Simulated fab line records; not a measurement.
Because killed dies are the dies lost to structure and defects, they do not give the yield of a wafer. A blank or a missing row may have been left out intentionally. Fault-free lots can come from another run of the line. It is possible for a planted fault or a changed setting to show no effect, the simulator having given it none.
Check for tools in common    flow gf180mcu    15 lots and 45 wafers in the sample

## WHAT PROMPTED THE OPENING
Of 15 lots, 3 have the reading M3_ALCU_THK flagged at GF_M3_THK_MEAS_06. Wafers without a fault read 451 nm, standard deviation 5.
Rule: a lot is flagged when every wafer of it that has a number lies more than 4 standard deviations from that mean, or none has a number. As for the other lots, they are considered sound.

lot   measured      on             M3_ALCU_THK (nm), wafer by wafer  flag
L908  day 20 10:21  film_metro-02  455 464 460                       
L909  day 20 17:54  film_metro-01  454 453 448                       
L910  day 21 02:56  film_metro-03  450 450 446                       
L911  day 22 02:30  film_metro-01  449 446 454                       
L915  day 23 06:29  film_metro-02  453 463 459                       
L916  day 23 10:16  film_metro-03  451 443 451                       
L917  day 23 22:49  film_metro-03  455 451 451                       
L918  day 24 08:34  film_metro-03  454 457 457                       
L919  day 24 16:29  film_metro-01  453 449 454                       
L920  day 24 23:22  film_metro-03  441 447 448                       
L923  day 25 22:22  film_metro-01  449 453 455                       
L927  day 27 03:16  film_metro-01  507 510 506                       FLAGGED
L928  day 27 07:31  film_metro-02  500 502 507                       FLAGGED
L929  day 27 13:50  film_metro-02  505 496 496                       FLAGGED
L930  day 27 19:53  film_metro-01  451 457 455                       
The mean of the flagged lots' numbers is 503 nm, +52 nm from the usual (+10 standard deviations).

## WHICH TOOL RAN EACH LOT
2 process steps preceding the reading are held in the record, out of 602 steps in the route. Read each cell as the tool, then ch plus the chambers that the sampled wafers visited, then the start.
lot   flag     GF_M2_METAL_ETCH_16                GF_M3_SPUTTER_04
L908           rie_metal-03 ch 0,1, day 19 06:04  pvd_sputter-02, day 20 10:11
L909           rie_metal-01 ch 0, day 19 14:33    pvd_sputter-03, day 20 17:44
L910           rie_metal-03 ch 0,1, day 19 22:58  pvd_sputter-02, day 21 02:47
L911           rie_metal-03 ch 0,1, day 21 00:04  pvd_sputter-02, day 22 02:20
L915           rie_metal-01 ch 0,1, day 22 04:26  pvd_sputter-04, day 23 06:20
L916           rie_metal-04 ch 0,1, day 22 07:56  pvd_sputter-04, day 23 10:05
L917           rie_metal-04 ch 0, day 22 20:34    pvd_sputter-02, day 23 22:38
L918           rie_metal-01 ch 0,1, day 23 06:41  pvd_sputter-03, day 24 08:23
L919           rie_metal-04 ch 0,1, day 23 15:02  pvd_sputter-02, day 24 16:19
L920           rie_metal-03 ch 0,1, day 23 22:48  pvd_sputter-02, day 24 23:11
L923           rie_metal-03 ch 1, day 24 21:44    pvd_sputter-04, day 25 22:11
L927  FLAGGED  rie_metal-04 ch 0,1, day 26 03:06  pvd_sputter-02, day 27 03:07
L928  FLAGGED  rie_metal-01 ch 0,1, day 26 06:43  pvd_sputter-04, day 27 07:22
L929  FLAGGED  rie_metal-03 ch 0,1, day 26 14:14  pvd_sputter-03, day 27 13:40
L930           rie_metal-03 ch 0,1, day 26 19:32  pvd_sputter-03, day 27 19:44
What is done by these steps:
- GF_M2_METAL_ETCH_16: etches the open film in Cl2/BCl3, stops on SiO2, target depth 627.5 nm, time 104.6 s.
- GF_M3_SPUTTER_04: material TiN, target thk 50 nm, time 41.7 s.
- GF_M3_THK_MEAS_06: measures by xrf.

## FLAGGED AGAINST TOTAL, ONE TOOL AT A TIME (gauges that did the reading follow at the end)
step                 tool            lots run  flagged  share of the flagged lots  sound lots run after its first flagged lot
GF_M2_METAL_ETCH_16  rie_metal-01    4         1        some                       0
GF_M2_METAL_ETCH_16  rie_metal-03    7         1        some                       1 (L930)
GF_M2_METAL_ETCH_16  rie_metal-04    4         1        some                       0
GF_M3_SPUTTER_04     pvd_sputter-02  7         1        some                       0
GF_M3_SPUTTER_04     pvd_sputter-03  4         1        some                       1 (L930)
GF_M3_SPUTTER_04     pvd_sputter-04  4         1        some                       0
GF_M3_THK_MEAS_06    film_metro-01   6         1        some                       1 (L930)
GF_M3_THK_MEAS_06    film_metro-02   4         2        some                       0
GF_M3_THK_MEAS_06    film_metro-03   5         0        none                       -

## WHAT THE TABLE ALLOWS
No row of the table ran every flagged lot.

## WHAT HAD BEEN PUT IN BY THE SIMULATOR
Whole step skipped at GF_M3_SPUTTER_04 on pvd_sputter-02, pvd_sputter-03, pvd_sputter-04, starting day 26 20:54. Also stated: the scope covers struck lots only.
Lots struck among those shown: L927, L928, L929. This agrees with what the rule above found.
